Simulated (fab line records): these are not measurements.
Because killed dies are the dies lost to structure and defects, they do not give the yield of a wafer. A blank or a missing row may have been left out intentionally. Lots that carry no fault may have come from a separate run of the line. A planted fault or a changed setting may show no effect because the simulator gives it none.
Chamber matching + flow sky130 + cmp-01 running SKY_CONTACT_CMP_04: 4 sister chambers
The step polishes SiO2. 14 wafers are shown with their chamber, then 7 later ones without.

## WAFERS, EACH WITH ITS CHAMBER
| wafer  | chamber | motor-current-A (A) | slurry-flow-ml-min | time-to-endpoint-s (s) |
|--------|---------|---------------------|--------------------|------------------------|
| L977.1 | 3       | 11.0                | 149.7              | 88                     |
| L977.2 | 0       | 12.5                | 149.7              | 81                     |
| L977.5 | 3       | 11.8                | 149.9              | 81                     |
| L978.2 | 3       | 11.9                | 150.0              | 83                     |
| L978.4 | 1       | 11.5                | 150.1              | 80                     |
| L978.5 | 2       | 11.7                | 149.8              | 83                     |
| L990.1 | 1       | 12.0                | 150.8              | 83                     |
| L990.2 | 3       | 11.7                | 150.9              | 78                     |
| L990.3 | 0       | 12.1                | 150.0              | 86                     |
| L991.1 | 2       | 11.0                | 149.8              | 85                     |
| L991.3 | 0       | 12.9                | 150.1              | 78                     |
| L991.6 | 0       | 12.5                | 150.4              | 79                     |
| L995.1 | 3       | 11.2                | 149.8              | 85                     |
| L995.4 | 1       | 12.2                | 150.2              | 84                     |

SIGNATURES (averages over the wafers above)
| reading            | chamber 0 | chamber 1 | chamber 2 | chamber 3 | scatter within a chamber |
|--------------------|-----------|-----------|-----------|-----------|--------------------------|
| motor-current-A    | 12.500    | 11.900    | 11.350    | 11.520    | 0.381                    |
| slurry-flow-ml-min | 150.050   | 150.367   | 149.800   | 150.060   | 0.383                    |
| time-to-endpoint-s | 81.00     | 82.33     | 84.00     | 83.00     | 3.27                     |
Rule: distance of a wafer from a chamber = root of the sum over the readings of ((wafer's reading minus chamber's mean) / reading's scatter) squared. The wafer belongs to the nearest chamber; if the next one is less than 2 further off, it can't be placed. The scatter is the square root of a quotient: the sum, over the shown wafers, of each reading's squared deviation from its chamber's mean, divided by wafers minus chambers.

## WAFERS WITHOUT THEIR CHAMBER
| wafer  | motor-current-A (A) | slurry-flow-ml-min | time-to-endpoint-s (s) |
|--------|---------------------|--------------------|------------------------|
| L995.6 | 11.6                | 149.7              | 86                     |
| L996.2 | 11.0                | 149.1              | 79                     |
| L996.5 | 12.0                | 150.3              | 81                     |
| L996.6 | 12.0                | 150.0              | 78                     |
| L998.1 | 12.2                | 150.2              | 87                     |
| L998.2 | 11.2                | 150.0              | 87                     |
| L998.3 | 12.1                | 151.0              | 82                     |

## THE CHAMBER EACH PASSED THROUGH
| wafer  | from the rows above               | in truth |
|--------|-----------------------------------|----------|
| L995.6 | can't be placed: 2 or 3 or 1      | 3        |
| L996.2 | can't be placed: 2 or 3 or 1      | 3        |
| L996.5 | can't be placed: 1 or 0 or 3 or 2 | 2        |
| L996.6 | can't be placed: 0 or 1 or 3 or 2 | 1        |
| L998.1 | can't be placed: 1 or 0 or 3 or 2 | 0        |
| L998.2 | can't be placed: 2 or 3 or 1      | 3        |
| L998.3 | can't be placed: 1 or 0 or 3      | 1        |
Correctly placed: 0 of 7. Can't be placed from these rows: 7 (the true chamber is among the candidates in 7). 0 placed wrongly.
